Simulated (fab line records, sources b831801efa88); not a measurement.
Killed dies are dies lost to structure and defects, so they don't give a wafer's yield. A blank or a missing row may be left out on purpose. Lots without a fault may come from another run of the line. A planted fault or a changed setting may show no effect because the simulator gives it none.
Chamber matching | flow gf180mcu | GF_V4_CMP_04 on cmp-02: 4 sister chambers
The step polishes SiO2. 8 wafers are shown with their chamber, then 8 later ones without.

WAFERS WITH THEIR CHAMBER
wafer  | chamber | motor_current_A (A) | time_to_endpoint_s (s)
L306.5 | 0       | 12.9                | 82
L306.6 | 1       | 13.7                | 85
L307.2 | 3       | 12.0                | 82
L307.3 | 1       | 15.0                | 74
L316.1 | 2       | 14.5                | 86
L316.4 | 3       | 12.6                | 86
L316.5 | 0       | 13.3                | 88
L320.4 | 2       | 13.3                | 84

WAFERS WITHOUT THEIR CHAMBER
wafer  | motor_current_A (A) | time_to_endpoint_s (s)
L320.5 | 13.8                | 84
L320.6 | 14.8                | 88
L322.2 | 12.5                | 79
L322.3 | 14.0                | 82
L322.6 | 14.2                | 90
L323.1 | 13.3                | 83
L323.2 | 13.9                | 84
L323.3 | 12.4                | 80

WHICH CHAMBER EACH WENT THROUGH
wafer  | from the rows above               | in truth
L320.5 | can't be placed: 2 or 0 or 1 or 3 | 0
L320.6 | can't be placed: 2 or 1 or 0      | 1
L322.2 | can't be placed: 3 or 0 or 2 or 1 | 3
L322.3 | can't be placed: 2 or 1 or 0 or 3 | 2
L322.6 | can't be placed: 2 or 0 or 1 or 3 | 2
L323.1 | can't be placed: 0 or 2 or 3 or 1 | 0
L323.2 | can't be placed: 2 or 1 or 0      | 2
L323.3 | can't be placed: 3 or 0 or 2      | 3
Placed correctly: 0 of 8. Can't be placed from these rows: 8 (the true chamber is among the candidates in 8). Placed wrongly: 0.
How it was worked out, from the rows above alone: a wafer's distance from a chamber is the root of the sum, over the readings, of the square of ((its reading less the chamber's mean) divided by the reading's scatter). The wafer belongs to the nearest chamber; if the next one is less than 2 further off, it can't be placed. A chamber's mean is the mean of its shown wafers. The scatter: the root of (the sum of the squares of (reading less its chamber's mean) over the shown wafers, divided by (wafers less chambers)).
